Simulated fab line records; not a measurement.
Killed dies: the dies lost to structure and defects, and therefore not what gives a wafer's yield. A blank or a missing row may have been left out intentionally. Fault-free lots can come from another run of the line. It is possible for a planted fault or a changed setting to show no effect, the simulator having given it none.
A lot that was struck, set against a sound lot || flow sky130 || 16 steps out of a route of 708
Sound: these wafers, L762.3, L762.4, L762.6. Wafers L770.3, L770.4, L770.6 were the ones struck. The cause comes at the end.
For every step that has rows: the tool of each side, followed by ch and its chambers, followed by its first start. Under that, the readings that differ: sound wafers || struck wafers || difference of the means || sigmas: that difference in standard deviations of wafers without a fault.
alike: readings whose means differ by less than 2 such deviations, and words and numbers that are the same on both sides. not compared: withheld readings, readings that some wafer has no value for, bounds like >300 that may hide the same value, and numbers for which the record gives no deviation and whose values overlap.
The two part at a step that has a row with sigmas, a row that says differs or no value, or rows on one side only. Non-overlapping numbers with no deviation appear without sigmas and do not part them. Lack of a reading on every wafer of one side parts them only where that side has two or more wafers.

SKY_NWELL_RS_MEAS_29: measures by four-point-probe.
  sound on film_metro-03 at day 6 03:10; struck on film_metro-02 at day 7 23:22
  alike: NWELL_RS
SKY_NWELL_RS_MEAS_31: measures by four-point-probe.
  sound on film_metro-03 at day 6 03:24; struck on film_metro-02 at day 7 23:36
  alike: PWDE_RS
then, 7 steps without rows for these wafers: SKY_VT_ADJUST_HVTP_DEHYDRATE_00 (time 60 s); SKY_VT_ADJUST_HVTP_HMDS_01 (prime time 60 s); SKY_VT_ADJUST_HVTP_COAT_02 (resist thk 1140 nm); SKY_VT_ADJUST_HVTP_SOFTBAKE_03 (time 60 s); SKY_VT_ADJUST_HVTP_EXPOSE_04 (exposes mask HVTPM, target cd 380 nm); SKY_VT_ADJUST_HVTP_PEB_05; SKY_VT_ADJUST_HVTP_DEVELOP_06 (develop time 60 s).
SKY_VT_ADJUST_HVTP_CD_MEAS_07 targets a cd of 380 nm.
  sound on cd_sem-01 at day 6 22:04; struck on cd_sem-02 at day 8 19:47
  alike: cd_nm
SKY_VT_ADJUST_HVTP_OVL_MEAS_08:
  sound on overlay-01 at day 6 22:09; struck on overlay-02 at day 8 19:52
  alike: VT_ADJUST_HVTP_OVL
SKY_VT_ADJUST_HVTP_IMPLANT_09:
  sound on implanter-03 ch 0, day 6 22:14; struck on implanter-03 ch 0, day 8 19:57
{"reading": "implant_ion_amu", "sound": "75 75 75", "struck": "31 31 31", "difference": -44, "sigmas": ""}
{"reading": "model.implant.rp_nm (nm)", "sound": "85.61 85.61 85.61", "struck": "183.4 183.4 183.4", "difference": "+97.8", "sigmas": ""}
{"reading": "model.implant.drp_nm (nm)", "sound": "33.4 33.4 33.4", "struck": "62.72 62.72 62.72", "difference": "+29.32", "sigmas": ""}
  alike: faraday_current_uA
SKY_VT_ADJUST_HVTP_STRIP_10: strips in O2/N2.
  sound on plasma_asher-04 ch 0,1, day 6 22:22; struck on plasma_asher-02 ch 0,1, day 8 20:05
  alike: drypump_motor_current_A, n2_flow_sccm, oes_product_au, strip_time_to_endpoint_s
  not compared: rf_hours_counter_h
SKY_VT_ADJUST_HVTP_TW_MEAS_11:
  sound on film_metro-02 at day 6 22:27; struck on film_metro-01 at day 8 20:10
{"reading": "VT_ADJUST_HVTP_TW", "sound": "1378 1381 1377", "struck": "963 966 969", "difference": -413, "sigmas": -58}
then, 1 step without rows for these wafers: SKY_VT_ADJUST_LVTN_DEHYDRATE_00 (time 60 s).
SKY_PAD_OPEN_PROBE_99:
  rows exist in the record for the sound wafers here (prober-02, day 46 22:35), none for the struck ones

## WHERE THEY PART
Earliest at SKY_VT_ADJUST_HVTP_TW_MEAS_11; latest, in this record, at SKY_PAD_OPEN_PROBE_99.

WHY: what the simulator had put in
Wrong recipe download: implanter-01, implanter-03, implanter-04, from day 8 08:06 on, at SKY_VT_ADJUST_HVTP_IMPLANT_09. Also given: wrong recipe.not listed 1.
